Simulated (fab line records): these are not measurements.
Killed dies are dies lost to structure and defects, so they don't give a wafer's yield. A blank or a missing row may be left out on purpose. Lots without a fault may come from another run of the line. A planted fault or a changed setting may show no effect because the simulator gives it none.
Struck lot and sound lot, side by side -- flow sky130 -- 14 steps out of a route of 708
Sound: wafers L757.2, L757.4, L757.5. The struck wafers were L751.3, L751.5, L751.6. The cause comes at the end.
Per side, at each step with rows, come the tool, then ch with its chambers, and then its first start. Under that, the readings that differ: sound wafers -- struck wafers -- difference of the means -- sigmas: that difference in standard deviations of wafers without a fault.
alike: words and numbers the same on both sides, and readings whose means are apart by under 2 such deviations; not compared: readings that were withheld, readings missing a value for some wafer, numbers with overlapping values and no deviation given by the record, and bounds like >300 which may hide the same value.
Wherever a step has rows on one side only, a row that says differs or no value, or a row with sigmas, the two part there. Numbers that have no deviation but don't overlap get no sigmas and don't part them. A reading missing from all wafers of one side parts the sides only when that side holds two or more wafers.

SKY_POLY_GATE_ETCH_17: etches poly-Si in HBr/Cl2, stops on SiO2, target depth 180 nm, time 70.5 s.
  sound on rie si-01 ch 0,1,2, day 19 07:26; struck on rie si-02 ch 0,1,3, day 17 01:38
  alike: HBr_flow_sccm, drypump motor current A, oes product au, throttle valve pct
  not compared: rf hours counter h
SKY_POLY_GATE_STRIP_18: strips in O2/N2.
  sound on plasma asher-04 ch 0,1, day 19 07:30; struck on plasma asher-02 ch 0,1, day 17 01:44
  alike: drypump motor current A, oes product au, strip time to endpoint s
  not compared: rf hours counter h
then, 2 steps without rows for these wafers: SKY_POLY_GATE_CLEAN_19 (cleans in SC1/SC2, time 150 s); SKY_POLY_GATE_OXIDATION_20 (stabilise 600 s, purge 300 s, target thk 4 nm).
SKY_POLY_GATE_THK_MEAS_21:
  sound on film metro-04 at day 19 08:55; struck on film metro-01 at day 17 04:40
  alike: POLY_GATE_OXIDATION_THK
SKY_POLY_GATE_CD_MEAS_22:
  sound on cd sem-02 at day 19 08:59; struck on cd sem-01 at day 17 04:45
  alike: cd nm
then, 6 steps without rows for these wafers: SKY_LDD_N_DEHYDRATE_00 (time 60 s); SKY_LDD_N_HMDS_01 (prime time 60 s); SKY_LDD_N_COAT_02 (resist thk 300 nm); SKY_LDD_N_SOFTBAKE_03 (time 60 s); SKY_LDD_N_EXPOSE_04 (exposes mask NTM, target cd 840 nm); SKY_LDD_N_PEB_05.
SKY_LDD_N_DEVELOP_06: develop time 60 s.
  struck on litho track-04, day 18 09:22; sound on litho track-02 ch 0, day 20 14:46
  no value came back on the struck wafers for chill plate temp C (C), develop time s (s), exhaust pa (Pa); on the sound wafers chill plate temp C (C) reads 22.87 22.99 22.94
SKY_LDD_N_OVL_MEAS_07:
  sound on overlay-01 at day 20 14:53; struck on overlay-02 at day 18 09:28
reading,sound,struck,difference,sigmas
LDD_N_OVL (nm),-1.7 -0.3 -1.4,- - -,no value on the struck wafers,

WHERE THEY PART
At SKY_LDD_N_DEVELOP_06 first; at SKY_LDD_N_OVL_MEAS_07 last (within this record only).

WHY: what the simulator had put in
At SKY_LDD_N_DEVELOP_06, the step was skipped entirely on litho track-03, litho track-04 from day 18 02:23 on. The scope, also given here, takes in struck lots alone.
